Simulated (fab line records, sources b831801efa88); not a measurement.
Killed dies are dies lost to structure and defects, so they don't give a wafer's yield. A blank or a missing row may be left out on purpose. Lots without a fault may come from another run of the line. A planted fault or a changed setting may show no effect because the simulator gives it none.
A struck lot beside a sound one | flow sky130 | 15 steps out of a route of 708
Sound: wafers L911.4, L911.5, L911.6. Struck: wafers L918.2, L918.4, L918.5. The cause comes at the end.
At each step with rows: each side's tool, then ch and its chambers, then its first start. Under that, the readings that differ: sound wafers | struck wafers | difference of the means | sigmas: that difference in standard deviations of wafers without a fault.
alike: readings whose means differ by less than 2 such deviations, and words and numbers that are the same on both sides. not compared: withheld readings, readings that some wafer has no value for, bounds like >300 that may hide the same value, and numbers for which the record gives no deviation and whose values overlap.
The two part at a step that has a row with sigmas, a row that says differs or no value, or rows on one side only. Numbers that don't overlap but have no deviation are shown without sigmas and don't part them. A reading that every wafer of one side lacks parts them only if that side has two wafers or more.

SKY_NWELL_THK_MEAS_02:
  sound on film_metro-04, day 4 08:56; struck on film_metro-03, day 5 20:31
  alike: NWELL_OXIDATION_THK
then, 8 steps without rows for these wafers: SKY_DNWELL_DEHYDRATE_00 (time 60 s); SKY_DNWELL_HMDS_01 (prime time 60 s); SKY_DNWELL_COAT_02 (resist thk 3000 nm); SKY_DNWELL_SOFTBAKE_03; SKY_DNWELL_EXPOSE_04 (exposes mask DNM, target cd 3000 nm); SKY_DNWELL_PEB_05; SKY_DNWELL_DEVELOP_06 (develop time 60 s); SKY_DNWELL_IMPLANT_07.
SKY_DNWELL_STRIP_08: strips in O2/N2.
  sound on plasma_asher-02 ch 0,1, day 5 02:17; struck on plasma_asher-04 ch 0, day 6 12:16
  alike: drypump_motor_current_A, oes_product_au, strip_time_to_endpoint_s
  not compared: rf_hours_counter_h
SKY_DNWELL_TW_MEAS_09:
  sound on film_metro-01, day 5 02:23; struck on film_metro-03, day 6 12:22
  alike: DNWELL_TW
then, 1 step without rows for these wafers: SKY_PWDE_DEHYDRATE_00 (time 60 s).
SKY_PWDE_HMDS_01: prime time 60 s.
  sound on litho_track-04 ch 0, day 5 10:50; struck on litho_track-01 ch 0, day 6 20:01
  reading          | sound                | struck               | difference | sigmas
  prime_temp_c (C) | 119.99 119.97 120.02 | 118.32 118.38 118.48 | -1.60      | -13
  alike: resist_line_temp_C
then, 1 step without rows for these wafers: SKY_PWDE_COAT_02 (resist thk 3000 nm).
-- the record jumps here: 42 days lie between the struck wafers' starts before and after (it left off in module PWDE and takes up again in module PAD_OPEN, whose first step shown is number 708 of the route) --
SKY_PAD_OPEN_PROBE_99:
  sound on prober-02, day 47 13:37; struck on prober-01, day 49 05:17
  reading            | sound    | struck   | difference | sigmas
  killed_at_M0_to_M3 | 48 53 60 | 34 42 27 | -19        | -3
  alike: killed_at_M4_up, killed_at_contacts, killed_at_front_end, killed_at_other, killed_dies, killed_open, killed_short

WHERE THEY PART
First at SKY_PWDE_HMDS_01; last, within this record, at SKY_PAD_OPEN_PROBE_99.

WHY: what the simulator had put in
Process parameter drift: litho_track-01, from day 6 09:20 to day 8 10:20, at SKY_PWDE_HMDS_01. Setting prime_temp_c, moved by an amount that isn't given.
